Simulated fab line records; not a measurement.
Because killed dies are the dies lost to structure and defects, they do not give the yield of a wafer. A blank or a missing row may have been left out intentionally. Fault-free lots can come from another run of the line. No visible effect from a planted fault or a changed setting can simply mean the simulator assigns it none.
Which tool did it? ; flow sky130 ; 10 lots with 30 wafers sampled at 5 steps, on a route of 708 steps

== WHAT EACH GAUGE READ, for each wafer ==
SKY_VT_ADJUST_NCORE_TW_MEAS_11. Usual: VT_ADJUST_NCORE_TW typically reads 218.6, with standard deviation 1.3.
lot;measured;on;VT_ADJUST_NCORE_TW;flag
L644;day 8 13:25;film-metro-03;219.4 218.4 219.3;
L645;day 8 15:38;film-metro-01;220.2 219.3 220.6;
L646;day 9 00:55;film-metro-04;220.7 221.9 220.8;
L653;day 11 12:49;film-metro-03;217.6 216.7 217.8;
L655;day 12 01:33;film-metro-01;217.4 218.8 217.2;
L663;day 14 22:37;film-metro-03;217.4 217.4 217.3;
L664;day 15 06:36;film-metro-03;218.7 218.6 216.6;
L665;day 15 09:55;film-metro-04;219.0 219.7 220.2;
L666;day 15 14:34;film-metro-01;220.1 219.8 219.8;
L667;day 15 14:52;film-metro-04;220.0 219.8 219.8;

SKY_SONOS_ONO_THK_MEAS_03. Usual: SONOS_ONO_CVD_02_THK typically reads 10.48 nm, with standard deviation 0.14.
lot;measured;on;SONOS_ONO_CVD_02_THK (nm);flag
L644;day 11 13:28;film-metro-04;10.56 10.75 10.54;
L645;day 11 17:40;film-metro-04;10.42 10.50 10.54;
L646;day 12 01:37;film-metro-04;10.45 10.56 10.40;
L653;day 14 23:36;film-metro-01;9.67 9.73 9.68;OFF
L655;day 15 11:10;film-metro-01;9.80 9.83 9.75;OFF
L663;day 18 19:16;film-metro-01;10.43 10.48 10.46;
L664;day 19 03:36;film-metro-01;10.54 10.55 10.48;
L665;day 19 07:58;film-metro-04;10.68 10.60 10.53;
L666;day 19 09:00;film-metro-01;10.44 10.56 10.31;
L667;day 19 13:46;film-metro-04;10.29 10.32 10.23;

== TOOL THAT RAN EACH LOT (tool first, then ch and the chambers of the sampled wafers, then the start) ==
lot;SKY_VT_ADJUST_HVTP_STRIP_10;SKY_VT_ADJUST_HVTR_STRIP_10;SKY_SONOS_ONO_CVD_02
L644;plasma-asher-02 ch 0,1, day 6 03:02;plasma-asher-02 ch 0,1, day 9 11:01;lpcvd-02 ch 1, day 11 12:24
L645;plasma-asher-04 ch 0,1, day 6 06:45;plasma-asher-02 ch 0,1, day 9 13:23;lpcvd-02 ch 0, day 11 16:35
L646;plasma-asher-02 ch 0,1, day 6 13:28;plasma-asher-02 ch 0,1, day 9 23:46;lpcvd-02 ch 0, day 12 00:34
L653;plasma-asher-01 ch 1, day 8 15:43;plasma-asher-03 ch 0,1, day 12 12:58;lpcvd-02 ch 1, day 14 22:01
L655;plasma-asher-01 ch 0,1, day 9 03:43;plasma-asher-02 ch 0,1, day 13 03:13;lpcvd-02 ch 1, day 15 10:05
L663;plasma-asher-04 ch 0,1, day 11 17:26;plasma-asher-03 ch 0,1, day 16 01:38;lpcvd-02 ch 0, day 18 18:13
L664;plasma-asher-02 ch 0,1, day 12 00:22;plasma-asher-01 ch 0, day 16 09:38;lpcvd-02 ch 1, day 19 02:33
L665;plasma-asher-02 ch 0,1, day 12 03:17;plasma-asher-01 ch 0,1, day 16 13:32;lpcvd-02 ch 1, day 19 06:54
L666;plasma-asher-01 ch 1, day 12 03:58;plasma-asher-01 ch 0,1, day 16 18:41;lpcvd-02 ch 1, day 19 07:57
L667;plasma-asher-04 ch 0,1, day 12 08:01;plasma-asher-01 ch 0,1, day 16 18:59;lpcvd-02 ch 1, day 19 12:43
- SKY_VT_ADJUST_HVTP_STRIP_10: strips in O2/N2.
- SKY_VT_ADJUST_HVTR_STRIP_10: strips in O2/N2.
- SKY_SONOS_ONO_CVD_02: deposits Si3N4 from DCS/NH3, target thk 10.5 nm, time 180 s.

== WHAT THE TOOLS THEMSELVES READ (means of the sampled wafers that have a number; where no wafer has one, the mark that the record gives instead) ==
SKY_VT_ADJUST_HVTP_STRIP_10. Usual: drypump-motor-current-A 5.7 A, standard deviation 0.34; oes-product-au 0.715 a.u., standard deviation 0.0042; strip-time-to-endpoint-s 14.30 s, standard deviation 0.039.
lot;tool;drypump-motor-current-A (A);oes-product-au (a.u.);strip-time-to-endpoint-s (s);flag
L644;plasma-asher-02;5.6;0.718;14.23;
L645;plasma-asher-04;5.8;0.715;14.31;
L646;plasma-asher-02;5.7;0.719;14.39;
L653;plasma-asher-01;5.9;0.717;14.25;
L655;plasma-asher-01;5.8;0.717;14.32;
L663;plasma-asher-04;5.8;0.715;14.30;
L664;plasma-asher-02;5.7;0.719;14.26;
L665;plasma-asher-02;5.7;0.721;14.29;
L666;plasma-asher-01;5.9;0.717;14.27;
L667;plasma-asher-04;5.8;0.713;14.32;

SKY_VT_ADJUST_HVTR_STRIP_10. Usual: drypump-motor-current-A 5.5 A, standard deviation 0.34; oes-product-au 0.715 a.u., standard deviation 0.0048; strip-time-to-endpoint-s 14.18 s, standard deviation 0.035.
lot;tool;drypump-motor-current-A (A);oes-product-au (a.u.);strip-time-to-endpoint-s (s);flag
L644;plasma-asher-02;5.3;0.718;14.17;
L645;plasma-asher-02;5.7;0.714;14.18;
L646;plasma-asher-02;5.7;0.714;14.21;
L653;plasma-asher-03;5.5;0.714;14.20;
L655;plasma-asher-02;5.3;0.712;14.14;
L663;plasma-asher-03;5.5;0.716;14.21;
L664;plasma-asher-01;5.5;0.717;14.19;
L665;plasma-asher-01;5.8;0.713;14.11;
L666;plasma-asher-01;5.6;0.717;14.14;
L667;plasma-asher-01;5.8;0.714;14.15;

SKY_SONOS_ONO_CVD_02. Usual: spike-tc-top-C 785.9 C, standard deviation 2.5; zone-power-top-pct 23.78 %, standard deviation 0.25.
lot;tool;spike-tc-top-C (C);zone-power-top-pct (%);flag
L644;lpcvd-02;788.3;23.83;
L645;lpcvd-02;783.8;23.97;
L646;lpcvd-02;783.1;23.86;
L653;lpcvd-02;788.1;24.19;
L655;lpcvd-02;789.0;23.83;
L663;lpcvd-02;784.0;23.85;
L664;lpcvd-02;788.5;23.82;
L665;lpcvd-02;789.3;23.82;
L666;lpcvd-02;788.6;23.54;
L667;lpcvd-02;788.9;23.85;

== THE ANSWER, worked out from the rows above alone ==
Rule: lot off if the mean of its wafers having a number is beyond 3 standard deviations from the usual mean. A lot without any number at a reading at which 4 lots or more have one is off too. All remaining lots with rows at the step are treated as sound. The gauges are gone through in route order, then the tools' own readings, and for those a lot's mean is taken as printed above. The first step at which some lot is off is used, and at that step the reading that is off furthest; a lot without a number counts as furthest.
Off: L653, L655, seen at SKY_SONOS_ONO_THK_MEAS_03 (SONOS_ONO_CVD_02_THK).
If a tool, at a process step before that reading, ran all the lots that are off and no sound lot after the first of them, it fits. The gauges at SKY_SONOS_ONO_THK_MEAS_03 are tried like those tools. Not one of the candidates tried fits.

== WHAT THE SIMULATOR PUT IN ==
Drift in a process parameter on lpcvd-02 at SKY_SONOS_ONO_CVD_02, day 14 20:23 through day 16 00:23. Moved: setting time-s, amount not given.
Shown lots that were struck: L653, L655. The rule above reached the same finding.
